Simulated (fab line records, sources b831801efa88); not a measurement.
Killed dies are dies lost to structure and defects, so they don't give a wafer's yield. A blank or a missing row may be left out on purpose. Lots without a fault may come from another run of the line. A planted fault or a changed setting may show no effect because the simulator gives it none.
Which tool did it? | flow sky130 | 12 lots, 36 wafers sampled, at 4 steps of a route of 708

WHAT THE GAUGES READ, wafer by wafer
SKY_METAL2_OVL_MEAS_16.
lot  | measured     | on         | METAL2_OVL (nm)
L075 | day 35 22:11 | overlay-02 | -9 -4 -1
L077 | day 36 11:32 | overlay-01 | -6 -5 -10
L079 | day 37 16:42 | overlay-01 | 2 -6 1
L080 | day 37 17:03 | overlay-02 | -6 -3 8
L083 | day 38 14:48 | overlay-02 | -13 -8 -7
L086 | day 39 04:43 | overlay-02 | 4 9 -2
L089 | day 40 01:58 | overlay-02 | 1 -8 -5
L087 | day 40 06:34 | overlay-01 | 5 1 -8
L092 | day 41 02:12 | overlay-01 | 4 8 -2
L093 | day 41 08:37 | overlay-01 | 1 3 -4
L095 | day 41 21:42 | overlay-02 | -2 -4 4
L096 | day 42 08:40 | overlay-01 | -2 4 -4

WHICH TOOL RAN EACH LOT (tool, then ch and the chambers of the sampled wafers, then the start)
lot  | SKY_CONTACT_ETCH_16                | SKY_METAL1_STRIP_20                  | SKY_METAL2_SPUTTER_04
L075 | rie_diel-01 ch 0,2,3, day 31 22:10 | plasma_asher-03 ch 0,1, day 33 03:17 | pvd_sputter-01, day 34 09:29
L077 | rie_diel-01 ch 0,1,3, day 32 12:43 | plasma_asher-03 ch 0,1, day 33 16:19 | pvd_sputter-04, day 35 19:25
L079 | rie_diel-03 ch 1,2, day 33 20:04   | plasma_asher-03 ch 0,1, day 35 19:06 | pvd_sputter-04, day 36 15:43
L080 | rie_diel-03 ch 0,2,3, day 33 21:01 | plasma_asher-02 ch 0,1, day 35 19:17 | pvd_sputter-04, day 36 16:34
L083 | rie_diel-01 ch 0,1, day 35 17:39   | plasma_asher-02 ch 0,1, day 36 10:20 | pvd_sputter-04, day 37 14:07
L086 | rie_diel-01 ch 0,3, day 35 23:17   | plasma_asher-02 ch 0,1, day 37 00:37 | pvd_sputter-04, day 38 03:37
L089 | rie_diel-01 ch 0,2,3, day 36 18:26 | plasma_asher-02 ch 0,1, day 37 20:59 | pvd_sputter-01, day 39 01:04
L087 | rie_diel-02 ch 1,3, day 36 21:40   | plasma_asher-01 ch 0,1, day 38 00:06 | pvd_sputter-04, day 39 05:17
L092 | rie_diel-03 ch 0,1,3, day 37 18:37 | plasma_asher-02 ch 0,1, day 38 21:16 | pvd_sputter-01, day 40 01:58
L093 | rie_diel-01 ch 0,1, day 37 23:32   | plasma_asher-02 ch 0,1, day 39 02:47 | pvd_sputter-01, day 40 07:51
L095 | rie_diel-03 ch 0,1,3, day 38 17:09 | plasma_asher-03 ch 0,1, day 39 19:45 | pvd_sputter-04, day 40 22:05
L096 | rie_diel-02 ch 0,2, day 39 00:51   | plasma_asher-01 ch 0,1, day 40 02:45 | pvd_sputter-04, day 41 07:43
- SKY_CONTACT_ETCH_16: etches BARC in N2/H2, stops on SiO2, time 45.9 s, target depth 60 nm.
- SKY_METAL1_STRIP_20: strips in O2/N2.
- SKY_METAL2_SPUTTER_04: material TiN, target thk 70 nm, time 58.3 s.

THE ANSWER, worked out from the rows above alone
Rule: what is usual is taken from the lots themselves. Put in order of their means at a reading, lots are off if they are a third of the lots or fewer, leave a main group of 4 or more, and stand apart from it by a gap of 3 or more times the standard deviation of the main group's means; of several such gaps the widest counts. A main group whose means are all the same, to the digits that the tables above print for the reading, isn't used. A lot without any number at a reading at which 4 lots or more have one is off too. The other lots that the step has rows for count as sound.
No lot is off at any reading shown: from this, nothing can be told.

WHAT THE SIMULATOR HAD PUT IN
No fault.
